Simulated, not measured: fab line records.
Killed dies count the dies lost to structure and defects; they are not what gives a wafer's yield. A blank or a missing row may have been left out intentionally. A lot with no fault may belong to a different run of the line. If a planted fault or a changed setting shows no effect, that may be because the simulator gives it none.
2 desks, one fault :: flow gf180mcu :: numbers are kept per desk, each desk with only its own; the story behind them comes last

AT THE TOOL OWNER'S DESK: hdpcvd-01
The tool's own readings at GF_V1_CVD_00 (deposits SiO2, target thk 600 nm, time 100 s): means of the sampled wafers that have a number, for each lot that ran on this tool. Marked OUT: a lot whose mean sits more than 4 standard deviations from the usual mean, which makes it out of limits; the brackets give that distance.
Columns: A = sih4FlowSccm at GF_V1_CVD_00, usual 59.99 sccm
lot: L765
first seen here: day 17 17:05
A: 59.90

lot: L766
first seen here: day 18 07:02
A: 59.97

lot: L769
first seen here: day 19 00:54
A: 59.95

lot: L772
first seen here: day 20 04:28
A: 29.91 (-99 or more) OUT

lot: L775
first seen here: day 21 11:41
A: 29.96 (-99 or more) OUT

lot: L785
first seen here: day 24 18:13
A: 60.12

lot: L786
first seen here: day 25 01:53
A: 59.78

lot: L787
first seen here: day 25 01:57
A: 59.94
This desk's verdict: out of limits on L772, L775, starting with L772 at day 20 04:28 (sih4FlowSccm at GF_V1_CVD_00). L765, L766, L769, L785, L786, L787: within limits.

METROLOGY DESK
Means of the sampled wafers that have a number, per lot and without regard to the tool the lot ran on: this is what the gauges read. Marked OUT: a lot whose mean sits more than 4 standard deviations from the usual mean, which makes it out of limits; the brackets give that distance.
Columns: A = M1_OVL at GF_M1_OVL_MEAS_15, usual 0 nm; B = V1_CVD_00_THK at GF_V1_THK_MEAS_01, usual 602 nm; C = V1_CVD_02_THK at GF_V1_THK_MEAS_03, usual 853 nm
lot: L764
first seen here: day 17 02:59
A: 1
B: 607
C: 850

lot: L765
first seen here: day 17 16:20
A: -9
B: 594
C: 852

lot: L766
first seen here: day 18 06:16
A: -4
B: 600
C: 859

lot: L767
first seen here: day 18 08:50
A: 4
B: 605
C: 853

lot: L769
first seen here: day 19 00:09
A: -1
B: 597
C: 868

lot: L772
first seen here: day 20 03:45
A: -1
B: 300 (-52) OUT
C: 857

lot: L775
first seen here: day 21 11:01
A: 6
B: 303 (-52) OUT
C: 846

lot: L780
first seen here: day 23 01:59
A: -5
B: 605
C: 863

lot: L782
first seen here: day 23 14:19
A: -2
B: 595
C: 859

lot: L784
first seen here: day 24 09:05
A: 2
B: 597
C: 849

lot: L785
first seen here: day 24 17:32
A: 2
B: 604
C: 856

lot: L786
first seen here: day 25 01:06
A: 1
B: 606
C: 860

lot: L787
first seen here: day 25 01:16
A: -2
B: 602
C: 854
This desk reports L772, L775 out of limits; the earliest was L772 at day 20 04:33 (V1_CVD_00_THK at GF_V1_THK_MEAS_01). L764, L765, L766, L767, L769, L780, L782, L784, L785, L786, L787: within limits.

PUT TOGETHER
At day 20 04:28, on L772, L775, the tool owner's desk was in a position to raise an alarm.
At day 20 04:33 the metrology desk could have sounded an alarm, on L772, L775.
All the named lots went through GF_V1_CVD_00 on hdpcvd-01.

WHAT THE SIMULATOR HAD INSERTED
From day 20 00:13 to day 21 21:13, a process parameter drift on hdpcvd-01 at GF_V1_CVD_00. The setting sih4FlowSccm was moved by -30, starting from 60. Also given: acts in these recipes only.
Shown lots that were struck: L772, L775.
Fault start to first reading out of limits, in hours, per desk: tool owner, 4; metrology, 4.
